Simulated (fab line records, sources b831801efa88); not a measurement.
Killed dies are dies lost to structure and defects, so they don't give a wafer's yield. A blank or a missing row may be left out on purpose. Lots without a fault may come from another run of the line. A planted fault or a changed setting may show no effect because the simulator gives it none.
fab line records | flow gf180mcu | part 2 of 2: steps 31 to 38 of 38
record lots=5 wafers=15 last_day=34
route steps=602 shown VT_IMPLANT@122 MVSD@136 NWELL@137 LVPWELL@138 MVPSD@139 DUAL_GATE@141 POLY_GATE@157
lots that met no fault: from a run of the same line without faults
start_h: hours from the record's first day to the start of the lot's first wafer shown | wait_h: hours since the lot's step before | " the same as in the row above | L1.1+2: a row that stands for several wafers | - no value, or no start given | * or withheld: withheld | < > ~ a bound
route shown NAME@n: a module of which the file shows steps, and the number in the route of the first | usual: mean/standard deviation of fault-free wafers | same: alike in all rows | chamber/n: place in a boat | sites: the reading at each site | _std_site: their standard deviation | _edge_site: outer sites' mean less inner sites' | radius_mm: how far each site lies from the wafer's centre | mask NAME#n: copy n | behind: the tool/chamber that last shaped the wafer | hold: why the lot was held/for how many hours/how that ended | device: the transistor (n, p or np) that didn't switch | end of line: the same wafers' tests at the end of the route | a step without rows: its recipe alone | killed: dies lost to structure and defects at the first sort, not the wafer's yield | map: a wafer's dies, x killed, . not, _ none there
set.NAME: the setting as run; set.NAME@STEP: as run at that earlier step | model.NAME: the simulator's own value behind a step, which no gauge read
lots at some steps of the route; a table a step, a row a wafer
services: from which hour (start_h, from the record's first day; less than 0 if before it) a tool's chamber was out of use, for how many hours, and why
## steps
# step GF_DUAL_GATE_OVL_MEAS_11
# usual DUAL_GATE_OVL=0.6/1.5
# columns lot.wafer tool chamber start_h wait_h DUAL_GATE_OVL[nm]
L075.1 overlay-01 - 180.21 0.1 0.7
L075.2 " - " " 1.0
L075.6 " - " " 0.3
L080.3 overlay-01 - 219.82 0.1 -0.3
L080.4 " - " " -0.2
L080.5 " - " " -1.2
L087.1 overlay-01 - 270.75 0.1 0.7
L087.3 " - " " 1.7
L087.6 " - " " 0.7
L089.2 overlay-01 - 283.26 0.1 1.5
L089.5 " - " " 1.7
L089.6 " - " " 2.1
L097.2 overlay-01 - 327.61 0.1 0.5
L097.3 " - " " 1.6
L097.5 " - " " 0.7
# step GF_DUAL_GATE_WET_ETCH_12
# recipe chemistry=dHF target_depth_nm=13 dry=n2_spin target=SiO2 temp_c=25 dilution=100:1 time_s=260
# usual temp_c=25.01/0.11
# columns lot.wafer tool chamber start_h wait_h temp_c
L075.1 wet_bench-03 1 180.24 0.0 25.05
L075.2 " 1 " " 24.96
L075.6 " 1 " " 25.02
L080.3 wet_bench-03 1 219.84 0.0 25.03
L080.4 " 1 " " 25.08
L080.5 " 1 " " 25.23
L087.1 wet_bench-02 3 270.79 0.0 25.08
L087.3 " 3 " " 24.98
L087.6 " 3 " " 25.01
L089.2 wet_bench-03 0 283.29 0.0 24.95
L089.5 " 0 " " 25.09
L089.6 " 0 " " 24.86
L097.2 wet_bench-03 2 327.64 0.0 25.15
L097.3 " 2 " " 24.92
L097.5 " 2 " " 25.00
# step GF_DUAL_GATE_STRIP_13
# recipe chemistry=O2/N2 power_w=1400 pressure_mtorr=1500 platen_temp_c=250 o2_flow_sccm=3000 n2_flow_sccm=300 overash_fraction=0.5
# usual drypump_motor_current_A=5.65/0.22 heater_power_w=347/22 n2_flow_sccm=300.0/0.84 oes_product_au=0.716/0.0048 strip_time_to_endpoint_s=12.63/0.038
# columns lot.wafer tool chamber start_h wait_h drypump_motor_current_A heater_power_w n2_flow_sccm oes_product_au rf_hours_counter_h strip_time_to_endpoint_s
L075.1 plasma_asher-02 1 180.34 0.0 5.54 341 300.7 0.723 5 12.57
L075.2 " 0 " " 5.99 326 299.8 0.716 5 12.62
L075.6 " 1 " " 5.53 342 300.4 0.721 - 12.63
L080.3 plasma_asher-03 1 219.95 0.0 5.58 371 299.0 0.712 - 12.57
L080.4 " 0 " " 5.76 368 299.5 0.716 - 12.66
L080.5 " 1 " " 5.57 370 299.3 0.718 - 12.62
L087.1 plasma_asher-03 1 270.87 0.0 5.57 377 300.2 0.726 62 12.58
L087.3 " 1 " " 5.56 370 301.2 0.713 - 12.59
L087.6 " 1 " " 5.57 377 301.2 0.713 - 12.63
L089.2 plasma_asher-01 1 283.37 0.0 5.30 308 298.8 0.709 68 12.65
L089.5 " 0 " " 5.25 356 301.3 0.711 - 12.67
L089.6 " 1 " " 5.30 311 299.3 0.704 - 12.68
L097.2 plasma_asher-03 1 327.72 0.0 5.57 376 300.3 0.714 69 12.68
L097.3 " 1 " " 5.57 382 299.8 0.716 - 12.70
L097.5 " 0 " " 5.75 365 300.8 0.721 - 12.69
# step GF_DUAL_GATE_CLEAN_14
# recipe chemistry=SC1/SC2 mix=1:4:20 temp_c=70 time_s=150 dry=n2_spin
# usual temp_c=70.01/0.11
# columns lot.wafer tool chamber start_h wait_h temp_c
L075.1 wet_bench-01 3 180.44 0.1 70.29
L075.2 " 3 " " 70.05
L075.6 " 3 " " 70.17
L080.3 wet_bench-01 2 220.11 0.1 69.93
L080.4 " 2 " " 69.92
L080.5 " 2 " " 70.10
L087.1 wet_bench-02 2 270.97 0.1 70.16
L087.3 " 2 " " 70.11
L087.6 " 2 " " 69.99
L089.2 wet_bench-01 1 283.47 0.1 70.12
L089.5 " 1 " " 69.95
L089.6 " 1 " " 69.93
L097.2 wet_bench-02 1 327.82 0.1 70.04
L097.3 " 1 " " 69.92
L097.5 " 1 " " 69.96
# step GF_DUAL_GATE_OXIDATION_15
# recipe temp_c=850 ambient=O2 stabilise_s=600 purge_s=300 target_thk_a=70.98 ox_time_s=1995
# usual spike_tc_centre_C=851.9/1.2 spike_tc_lower_C=851.4/1.2 tube_center_temp_C_max=852.3/0.41 zone_power_lower_pct=18.6/1.7 zone_power_top_pct=31.4/1.4
# same stabilise_s=600
# columns lot.wafer tool chamber start_h wait_h spike_tc_centre_C spike_tc_lower_C tube_center_temp_C_max zone_power_lower_pct zone_power_top_pct
L075.1 furnace-01 0 182.07 1.6 852.0 850.4 852.1 19.7 31.0
L075.2 " 0 " " 851.3 852.2 852.3 19.1 30.1
L075.6 " 0 " " 853.6 852.0 852.1 19.6 30.8
L080.3 furnace-02 0 220.50 0.3 850.0 849.8 852.1 15.5 33.7
L080.4 " 0 " " 850.9 850.2 852.4 15.5 33.9
L080.5 " 0 " " 850.2 850.6 852.0 15.7 34.1
L087.1 furnace-01 0 276.93 5.9 853.5 851.7 852.5 19.5 30.6
L087.3 " 0 " " 852.9 850.8 852.3 19.5 31.2
L087.6 " 0 " " 852.9 853.2 852.0 19.7 30.9
L089.2 furnace-01 0 289.54 6.0 851.5 852.9 852.3 19.6 30.3
L089.5 " 0 " " 852.3 851.4 852.3 19.8 31.0
L089.6 " 0 " " 852.0 850.6 851.8 19.4 30.9
L097.2 furnace-02 0 328.81 0.9 850.6 850.0 852.6 15.8 33.6
L097.3 " 0 " " 851.1 850.5 852.1 15.7 34.0
L097.5 " 0 " " 850.6 849.2 853.0 15.3 34.1
# step GF_POLY_GATE_CVD_00
# recipe material=poly-Si target_thk_nm=200 temp_c=620 time_s=1200 pressure_mtorr=200
# usual spike_tc_centre_C=620.6/1.6 spike_tc_lower_C=620.4/1.2 zone_power_lower_pct=9.3/0.98 zone_power_top_pct=17.7/1.8
# columns lot.wafer tool chamber start_h wait_h spike_tc_centre_C spike_tc_lower_C zone_power_lower_pct zone_power_top_pct
L075.1 lpcvd-01 1 183.62 0.0 619.7 619.9 10.2 19.4
L075.2 " 1 " " 620.0 618.3 10.3 19.6
L075.6 " 1 " " 618.4 616.1 10.2 19.9
L080.3 lpcvd-01 0 222.05 0.0 622.1 620.8 8.1 15.8
L080.4 " 0 " " 621.4 618.1 8.2 15.9
L080.5 " 0 " " 620.6 618.9 8.1 15.6
L087.1 lpcvd-01 0 278.97 0.5 620.4 619.0 8.1 16.0
L087.3 " 0 " " 619.8 620.6 8.0 16.1
L087.6 " 0 " " 619.1 620.0 8.1 15.9
L089.2 lpcvd-01 0 291.09 0.0 619.5 619.1 8.0 16.3
L089.5 " 0 " " 621.5 619.5 8.1 15.8
L089.6 " 0 " " 621.0 620.7 8.2 15.9
L097.2 lpcvd-02 0 330.36 0.0 622.3 622.4 10.3 16.2
L097.3 " 0 " " 621.6 621.0 10.2 16.5
L097.5 " 0 " " 622.2 620.4 10.2 16.5
# step GF_POLY_GATE_THK_MEAS_01
# recipe reads=poly-Si_of_POLY_GATE_CVD_00
# usual POLY_GATE_CVD_00_THK=201.0/2.1
# columns lot.wafer tool chamber start_h wait_h POLY_GATE_CVD_00_THK[nm]
L075.1 film_metro-04 - 184.95 0.0 198.1
L075.2 " - " " 199.6
L075.6 " - " " 197.8
L080.3 film_metro-01 - 223.41 0.0 200.2
L080.4 " - " " 198.7
L080.5 " - " " 201.1
L087.1 film_metro-03 - 280.31 0.0 202.4
L087.3 " - " " 201.7
L087.6 " - " " 202.2
L089.2 film_metro-01 - 293.10 0.0 202.5
L089.5 " - " " 200.4
L089.6 " - " " 200.8
L097.2 film_metro-03 - 331.71 0.0 199.0
L097.3 " - " " 200.2
L097.5 " - " " 201.7
# step GF_POLY_GATE_DEHYDRATE_02
# recipe temp_c=200 time_s=60
# columns lot.wafer tool chamber start_h wait_h
L075.1+2+6 litho_track-02 0 192.29 7.3
L080.3+4+5 litho_track-01 0 232.06 8.6
L087.1+3+6 litho_track-02 0 288.89 8.6
L089.2+5+6 litho_track-02 0 301.46 8.4
L097.2+3+5 litho_track-04 0 341.88 10.2
## services
# columns tool chamber start_h hours kind
implanter-04 - 131.03 3.7 pm
iline_stepper-02 - 151.19 1.7 pm
lpcvd-01 - 153.40 0.8 repair
plasma_asher-02 - 154.19 4.5 repair
plasma_asher-04 - 154.21 2.1 repair
iline_stepper-01 - 159.34 5.7 repair
rtp_anneal-02 - 166.62 1.5 pm
plasma_asher-01 - 170.74 2.8 pm
iline_stepper-01 - 177.90 4.4 pm
furnace-02 - 178.93 3.7 pm
plasma_asher-03 - 181.22 0.5 repair
lpcvd-01 - 196.30 0.3 repair
iline_stepper-01 - 198.05 1.7 pm
furnace-02 - 209.91 2.7 pm
iline_stepper-02 - 212.52 4.4 pm
furnace-02 - 226.58 66.2 pm
implanter-04 - 259.52 1.4 repair
furnace-01 - 259.53 2.6 pm
implanter-04 - 276.79 3.7 repair
plasma_asher-01 - 284.35 1.3 repair
plasma_asher-01 - 288.90 28.1 pm
plasma_asher-01 - 328.18 11.5 repair
wet_bench-02 - 328.49 1.8 repair
lpcvd-01 - 331.47 1.6 repair
